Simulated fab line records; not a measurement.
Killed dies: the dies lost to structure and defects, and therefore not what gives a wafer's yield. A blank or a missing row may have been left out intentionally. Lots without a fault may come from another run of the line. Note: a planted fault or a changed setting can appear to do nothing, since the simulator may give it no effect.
Comparing a struck lot with a sound one | flow sky130 | 14 out of 708 route steps
Sound: these wafers, L501.1, L501.2, L501.4. Struck: wafer L507.4 (left out: L507.1, L507.3 of the same lot, which were not struck); the cause appears at the end.
Each step with rows lists, per side, the tool, then ch with its chambers, then its first start. Under that, the readings that differ: sound wafers | struck wafers | difference of the means | sigmas: that difference in standard deviations of wafers without a fault.
alike: words and numbers the same on both sides, and readings whose means are apart by under 2 such deviations; not compared: readings that were withheld, readings missing a value for some wafer, numbers with overlapping values and no deviation given by the record, and bounds like >300 which may hide the same value.
Wherever a step has rows on one side only, a row that says differs or no value, or a row with sigmas, the two part there. Non-overlapping numbers with no deviation appear without sigmas and do not part them. A reading missing from all wafers of one side parts the sides only when that side holds two or more wafers.

first, 5 steps without rows for these wafers: SKY_VIA3_STRIP_16 (strips in O2/N2); SKY_VIA3_STRIP_17 (strips in post etch residue remover, time 1200 s); SKY_VIA3_CLEAN_18 (cleans in IPA, time 180 s); SKY_VIA3_CLEAN_19 (cleans in O3/DIW); SKY_VIA3_SPUTTER_20 (material TiN, target thk 20 nm, time 80 s).
SKY_VIA3_CVD_21: deposits W, target thk 390 nm, time 117.31 s.
  sound on cvd-w-02 ch 0,1, day 40 08:58; struck on cvd-w-01 ch 1, day 42 07:11
  alike: heater-power-w
SKY_VIA3_RS_MEAS_22: the measuring method here is four-point-probe.
  sound: film-metro-03 at day 40 09:05; struck: film-metro-03 at day 42 07:18
  reading            | sound             | struck | difference | sigmas
  VIA3_W_RS (ohm/sq) | 0.290 0.292 0.292 | 0.301  | +0.010     | +3
SKY_VIA3_THK_MEAS_23: measures by xrf.
  sound: film-metro-03 at day 40 09:13; struck: film-metro-03 at day 42 07:25
  reading         | sound       | struck | difference | sigmas
  VIA3_W_THK (nm) | 394 396 392 | 382    | -12        | -2
then, 1 step without rows for these wafers: SKY_VIA3_CMP_24 (polishes, stops on SiO2, t overpolish 20 s, target thk 0 nm).
SKY_METAL4_SPUTTER_00: material Ti, target thk 15 nm, time 10 s.
  sound: pvd-sputter-02 at day 40 09:34; struck: pvd-sputter-02 at day 42 07:47
  alike: chamber-pressure-pa, throttle-valve-pct
SKY_METAL4_SPUTTER_01: material TiN, target thk 20 nm, time 16.7 s.
  sound: pvd-sputter-02 at day 40 09:35; struck: pvd-sputter-02 at day 42 07:48
  alike: chamber-pressure-pa, throttle-valve-pct
SKY_METAL4_SPUTTER_02: material AlCu, target thk 735 nm, time 39.1 s.
  sound: pvd-sputter-02 at day 40 09:37; struck: pvd-sputter-02 at day 42 07:50
  alike: chamber-pressure-pa, throttle-valve-pct
SKY_METAL4_SPUTTER_03: material Ti, target thk 5 nm, time 3.3 s.
  sound: pvd-sputter-02 at day 40 09:39; struck: pvd-sputter-02 at day 42 07:52
  reading                                   | sound             | struck | difference | sigmas
  model.Ti_of_METAL4_SPUTTER_03.thk-nm (nm) | 5.094 4.953 4.937 | 6.422  | +1.427     |
  alike: chamber-pressure-pa, throttle-valve-pct
SKY_METAL4_SPUTTER_04: material TiN, target thk 70 nm, time 58.3 s.
  sound: pvd-sputter-02 at day 40 09:40; struck: pvd-sputter-02 at day 42 07:53
  alike: chamber-pressure-pa, throttle-valve-pct

## WHERE THEY PART
At SKY_VIA3_RS_MEAS_22 first; at SKY_VIA3_THK_MEAS_23 last (within this record only). Later steps at which nothing parts them and some readings are alike: SKY_METAL4_SPUTTER_00, SKY_METAL4_SPUTTER_01, SKY_METAL4_SPUTTER_02, SKY_METAL4_SPUTTER_03, SKY_METAL4_SPUTTER_04.

WHY: what the simulator had put in
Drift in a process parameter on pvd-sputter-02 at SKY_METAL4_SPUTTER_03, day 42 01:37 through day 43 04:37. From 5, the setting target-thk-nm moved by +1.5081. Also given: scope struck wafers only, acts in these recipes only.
